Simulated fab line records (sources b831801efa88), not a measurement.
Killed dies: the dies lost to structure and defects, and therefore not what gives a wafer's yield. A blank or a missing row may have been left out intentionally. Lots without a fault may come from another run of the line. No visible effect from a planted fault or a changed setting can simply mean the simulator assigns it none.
fab line records -- flow gf180mcu -- part 2 of 2: steps 29 to 38 of 38
[record] lots = 5, wafers = 15, last-day = 33
route steps=602 shown SAB@275 SALICIDE@278 CONTACT@287
lots untouched by any fault: they come from a run of this same line in which no faults occurred
start-h: the number of hours between the record's first day and the start of the first shown wafer of the lot -- wait-h: hours elapsed since this lot's preceding step -- " unchanged from the row above -- L1.1+2: a row that stands for several wafers -- - no value, or no start was given -- * or withheld: withheld -- < > ~ a bound
route shown NAME@n: NAME is a module with steps in the file, n the number in the route of the first one -- usual: average and standard deviation across the fault-free wafers -- same: alike in all rows -- chamber/n: place in a boat -- sites: the reading at each site -- _std_site: the standard deviation of these -- _edge_site: the outer-site mean with the inner-site mean subtracted -- radius-mm: for every site, how far away it sits from the centre of the wafer -- mask NAME#n: copy n -- behind: the tool/chamber that last shaped the wafer -- hold: why the lot was held/for how many hours/how that ended -- device: which transistor (n, p or np) failed to switch -- end of line: the tests these same wafers got at the end of their route -- a step without rows: its recipe alone -- killed: dies that structure and defects cost at the first sort, which is not the same as the wafer's yield -- map: the dies of a wafer, with x for killed, . for not killed, _ for no die there
set.NAME: setting as actually run; set.NAME@STEP: the setting as run at that earlier step -- model.NAME: the simulator's own value behind a step, which no gauge read
lots seen at some steps along the route; tables by step, rows by wafer
services: a tool's chamber out of use, with start hour (start-h, from the record's first day; less than 0 if before it), hours out, and reason
[[steps]]
[step GF_CONTACT_ETCH_16]
[recipe] chemistry = N2/H2, target-depth-a = withheld, overetch-a = withheld, time-s = withheld, target = BARC, ion-energy-ev = 200, source-w = 500, bias-w = 100, pressure-mtorr = 30, n2-flow-sccm = 100, h2-flow-sccm = 200
[usual] chamber-pressure-mTorr = 30.00/0.031, drypump-motor-current-A = 5.6/0.59, h2-flow-sccm = 200.0/0.56, oes-product-au = 0.854/0.0053, throttle-valve-pct = 13.224/0.0095
lot.wafer,tool,chamber,start-h,wait-h,chamber-pressure-mTorr,drypump-motor-current-A,h2-flow-sccm,oes-product-au,throttle-valve-pct
L075.3,rie-diel-02,2,378.88,0.0,30.00,5.4,199.7,0.856,13.244
L075.4,rie-diel-02,1,378.88,0.0,30.05,5.7,198.7,0.850,13.224
L075.5,rie-diel-02,1,378.88,0.0,29.98,5.7,199.7,0.853,13.220
L076.2,rie-diel-02,2,387.88,0.0,29.97,5.4,200.3,0.848,13.219
L076.4,rie-diel-02,1,387.88,0.0,30.01,5.7,200.3,0.861,13.229
L076.5,rie-diel-02,1,387.88,0.0,29.99,5.7,199.8,0.851,13.228
L078.3,rie-diel-02,3,409.48,0.0,30.00,4.9,200.1,0.853,13.230
L078.4,rie-diel-02,2,409.48,0.0,30.05,5.4,199.7,0.848,13.242
L078.6,rie-diel-02,0,409.48,0.0,30.06,5.0,200.7,0.858,13.219
L082.3,rie-diel-01,3,452.32,0.0,29.97,6.3,200.4,0.868,13.224
L082.4,rie-diel-01,0,452.32,0.0,29.97,5.7,199.7,0.862,13.220
L082.5,rie-diel-01,3,452.32,0.0,30.02,6.3,200.5,0.855,13.223
L089.1,rie-diel-01,3,510.02,0.0,29.98,6.3,200.4,0.850,13.224
L089.3,rie-diel-01,2,510.02,0.0,29.95,5.5,200.1,0.855,13.201
L089.4,rie-diel-01,1,510.02,0.0,30.02,5.1,198.8,0.850,13.214
[step GF_CONTACT_ETCH_17]
[recipe] chemistry = C4F8/O2/Ar, mask-material = KrF, target = SiO2, stop-on = CoSi2, source-w = 1500, bias-w = 1200, pressure-mtorr = 40, c4f8-flow-sccm = withheld, O2_flow_sccm = 6, Ar_flow_sccm = 300, time-s = withheld, target-depth-a = 8600
[usual] chamber-pressure-mTorr = 40.00/0.037, oes-product-au = 0.814/0.0047
lot.wafer,tool,chamber,start-h,wait-h,chamber-pressure-mTorr,oes-product-au
L075.3,rie-diel-02,2,-,-,40.02,0.822
L075.4,rie-diel-02,1,-,-,39.96,0.817
L075.5,rie-diel-02,1,-,-,40.00,0.818
L076.2,rie-diel-02,2,-,-,40.00,0.817
L076.4,rie-diel-02,1,-,-,39.97,0.818
L076.5,rie-diel-02,1,-,-,39.95,0.817
L078.3,rie-diel-02,3,-,-,40.07,0.811
L078.4,rie-diel-02,2,-,-,40.06,0.810
L078.6,rie-diel-02,0,-,-,39.98,0.808
L082.3,rie-diel-01,3,-,-,39.96,0.819
L082.4,rie-diel-01,0,-,-,40.02,0.813
L082.5,rie-diel-01,3,-,-,40.01,0.821
L089.1,rie-diel-01,3,-,-,39.99,0.816
L089.3,rie-diel-01,2,-,-,40.02,0.816
L089.4,rie-diel-01,1,-,-,39.99,0.814
[step GF_CONTACT_STRIP_18]
[recipe] chemistry = O2/N2, power-w = 1400, pressure-mtorr = 1500, platen-temp-c = 250, o2-flow-sccm = 3000, n2-flow-sccm = 300, overash-fraction = 0.5
[usual] chamber-pressure-mTorr = 1499.8/1.4, drypump-motor-current-A = 6.1/0.47, heater-power-w = 324/37, oes-product-au = 0.580/0.0051
lot.wafer,tool,chamber,start-h,wait-h,chamber-pressure-mTorr,drypump-motor-current-A,heater-power-w,oes-product-au,rf-hours-counter-h
L075.3,plasma-asher-03,1,379.07,-,1499.3,5.7,370,0.589,-
L075.4,plasma-asher-03,0,379.07,-,1502.2,6.6,302,0.577,-
L075.5,plasma-asher-03,1,379.07,-,1499.1,5.7,370,0.583,-
L076.2,plasma-asher-01,1,388.04,-,1499.3,6.5,363,0.573,27
L076.4,plasma-asher-01,1,388.04,-,1502.9,6.4,377,0.579,-
L076.5,plasma-asher-01,0,388.04,-,1500.5,5.3,337,0.580,-
L078.3,plasma-asher-03,1,409.67,-,1500.0,5.7,366,0.576,-
L078.4,plasma-asher-03,0,409.67,-,1497.3,6.6,304,0.587,-
L078.6,plasma-asher-03,0,409.67,-,1501.8,6.6,308,0.578,-
L082.3,plasma-asher-02,0,452.52,-,1501.9,5.8,309,0.582,-
L082.4,plasma-asher-02,1,452.52,-,1497.7,6.5,284,0.566,-
L082.5,plasma-asher-02,1,452.52,-,1501.4,6.5,275,0.573,-
L089.1,plasma-asher-02,1,510.18,-,1499.1,6.4,277,0.575,89
L089.3,plasma-asher-02,0,510.18,-,1499.7,5.8,303,0.576,-
L089.4,plasma-asher-02,1,510.18,-,1501.6,6.4,278,0.580,-
[step GF_CONTACT_CLEAN_19]
[recipe] chemistry = SPM
lot.wafer,tool,chamber,start-h,wait-h
L075.3+4+5,wet-bench-04,1,379.14,0.0
L076.2+4+5,wet-bench-04,3,388.14,0.1
L078.3+4+6,wet-bench-01,1,409.74,0.0
L082.3+4+5,wet-bench-04,0,452.59,0.0
L089.1+3+4,wet-bench-03,1,510.28,0.1
[step GF_CONTACT_CLEAN_20]
[recipe] chemistry = DIW
lot.wafer,tool,chamber,start-h,wait-h
L075.3+4+5,wet-bench-03,3,379.24,0.0
L076.2+4+5,wet-bench-03,3,388.24,0.0
L078.3+4+6,wet-bench-01,3,409.83,0.0
L082.3+4+5,wet-bench-01,1,452.68,0.0
L089.1+3+4,wet-bench-01,3,510.38,0.0
[step GF_CONTACT_CLEAN_21]
[recipe] chemistry = dHF, time-s = 20, dilution = 100:1, dry = ipa-marangoni
lot.wafer,tool,chamber,start-h,wait-h
L075.3+4+5,wet-bench-04,1,379.33,0.0
L076.2+4+5,wet-bench-01,2,388.33,0.0
L078.3+4+6,wet-bench-01,1,409.92,0.0
L082.3+4+5,wet-bench-04,2,452.77,0.0
L089.1+3+4,wet-bench-03,1,510.48,0.0
[step GF_CONTACT_SPUTTER_22]
[recipe] material = Ti, target-thk-nm = 15, chamber-pressure-pa = 5, power-w = 2500, substrate-temp-c = 200, time-s = 80.02
[usual] throttle-valve-pct = 30.0/1.3
lot.wafer,tool,chamber,start-h,wait-h,throttle-valve-pct
L075.3,pvd-sputter-02,-,379.35,0.0,30.0
L075.4,pvd-sputter-02,-,379.35,0.0,30.7
L075.5,pvd-sputter-02,-,379.35,0.0,30.1
L076.2,pvd-sputter-04,-,388.35,0.0,28.5
L076.4,pvd-sputter-04,-,388.35,0.0,28.3
L076.5,pvd-sputter-04,-,388.35,0.0,30.2
L078.3,pvd-sputter-03,-,409.94,0.0,31.6
L078.4,pvd-sputter-03,-,409.94,0.0,30.0
L078.6,pvd-sputter-03,-,409.94,0.0,32.0
L082.3,pvd-sputter-02,-,452.78,0.0,29.7
L082.4,pvd-sputter-02,-,452.78,0.0,27.9
L082.5,pvd-sputter-02,-,452.78,0.0,30.1
L089.1,pvd-sputter-02,-,510.50,0.0,30.5
L089.3,pvd-sputter-02,-,510.50,0.0,29.7
L089.4,pvd-sputter-02,-,510.50,0.0,27.7
[step GF_CONTACT_SPUTTER_23]
[recipe] material = TiN, target-thk-nm = 10, chamber-pressure-pa = 5, power-w = 4000, time-s = 40
[usual] throttle-valve-pct = 30.0/1.3
lot.wafer,tool,chamber,start-h,wait-h,throttle-valve-pct
L075.3,pvd-sputter-02,-,379.41,0.0,30.1
L075.4,pvd-sputter-02,-,379.41,0.0,30.8
L075.5,pvd-sputter-02,-,379.41,0.0,30.2
L076.2,pvd-sputter-04,-,388.41,0.0,28.9
L076.4,pvd-sputter-04,-,388.41,0.0,28.2
L076.5,pvd-sputter-04,-,388.41,0.0,30.0
L078.3,pvd-sputter-03,-,410.00,0.0,31.7
L078.4,pvd-sputter-03,-,410.00,0.0,29.9
L078.6,pvd-sputter-03,-,410.00,0.0,31.8
L082.3,pvd-sputter-02,-,452.85,0.0,29.8
L082.4,pvd-sputter-02,-,452.85,0.0,27.4
L082.5,pvd-sputter-02,-,452.85,0.0,30.1
L089.1,pvd-sputter-02,-,510.56,0.0,30.6
L089.3,pvd-sputter-02,-,510.56,0.0,29.6
L089.4,pvd-sputter-02,-,510.56,0.0,27.7
[step GF_CONTACT_CVD_24]
[recipe] material = W, target-thk-nm = 300, time-s = 90.339, temp-c = 400, pressure-torr = 40
[usual] heater-power-w = 860/47
lot.wafer,tool,chamber,start-h,wait-h,heater-power-w,since-wet-clean-h
L075.3,cvd-w-02,1,379.48,0.1,902,-
L075.4,cvd-w-02,0,379.48,0.1,830,-
L075.5,cvd-w-02,0,379.48,0.1,834,-
L076.2,cvd-w-02,1,388.45,0.0,893,484
L076.4,cvd-w-02,0,388.45,0.0,828,-
L076.5,cvd-w-02,1,388.45,0.0,908,-
L078.3,cvd-w-01,0,410.07,0.1,888,-
L078.4,cvd-w-01,1,410.07,0.1,786,-
L078.6,cvd-w-01,0,410.07,0.1,908,-
L082.3,cvd-w-02,0,452.93,0.1,841,-
L082.4,cvd-w-02,1,452.93,0.1,880,-
L082.5,cvd-w-02,1,452.93,0.1,929,-
L089.1,cvd-w-02,0,510.60,0.0,847,607
L089.3,cvd-w-02,0,510.60,0.0,837,-
L089.4,cvd-w-02,1,510.60,0.0,911,-
[step GF_CONTACT_RS_MEAS_25]
[recipe] thk-meas-gauge = four-point-probe, reads = W_of_CONTACT_CVD_24+TiN_of_CONTACT_SPUTTER_23+Ti_of_CONTACT_SPUTTER_22
[usual] CONTACT_W_RS = 0.381/0.0056
lot.wafer,tool,chamber,start-h,wait-h,CONTACT_W_RS[ohm/sq]
L075.3,film-metro-01,-,379.59,0.1,0.386
L075.4,film-metro-01,-,379.59,0.1,0.379
L075.5,film-metro-01,-,379.59,0.1,0.380
L076.2,film-metro-02,-,388.57,0.1,0.385
L076.4,film-metro-02,-,388.57,0.1,0.373
L076.5,film-metro-02,-,388.57,0.1,0.386
L078.3,film-metro-02,-,410.18,0.1,0.382
L078.4,film-metro-02,-,410.18,0.1,0.383
L078.6,film-metro-02,-,410.18,0.1,0.378
L082.3,film-metro-03,-,453.04,0.1,0.379
L082.4,film-metro-03,-,453.04,0.1,0.392
L082.5,film-metro-03,-,453.04,0.1,0.391
L089.1,film-metro-03,-,510.70,0.1,0.375
L089.3,film-metro-03,-,510.70,0.1,0.380
L089.4,film-metro-03,-,510.70,0.1,0.383
[[services]]
tool,chamber,start-h,hours,kind
rie-diel-01,1,337.04,3.0,repair
rtp-anneal-01,-,348.64,3.5,pm
pvd-sputter-03,-,363.10,0.5,repair
rie-diel-02,2,370.10,3.1,repair
cvd-w-02,-,370.89,1.1,repair
rie-diel-01,0,373.49,21.7,repair
hdpcvd-01,1,374.01,11.8,repair
pvd-sputter-01,-,380.32,4.3,repair
krf-scanner-01,-,383.08,3.0,pm
krf-scanner-01,-,386.35,0.7,repair
rie-diel-01,3,393.72,6.0,repair
hdpcvd-01,0,396.14,8.4,repair
wet-bench-03,-,399.40,55.3,pm
pvd-sputter-01,-,409.20,1.0,repair
rie-diel-01,0,409.82,2.5,repair
krf-scanner-01,-,424.45,1.3,pm
rie-diel-01,1,425.86,2.8,repair
wet-bench-02,-,426.48,8.3,repair
rie-diel-02,0,434.59,17.9,repair
cvd-w-02,-,441.93,6.9,pm
wet-bench-03,-,455.72,2.9,repair
krf-scanner-01,-,489.82,1.0,pm
krf-scanner-01,-,495.74,0.8,pm
rie-diel-02,0,501.58,10.2,repair
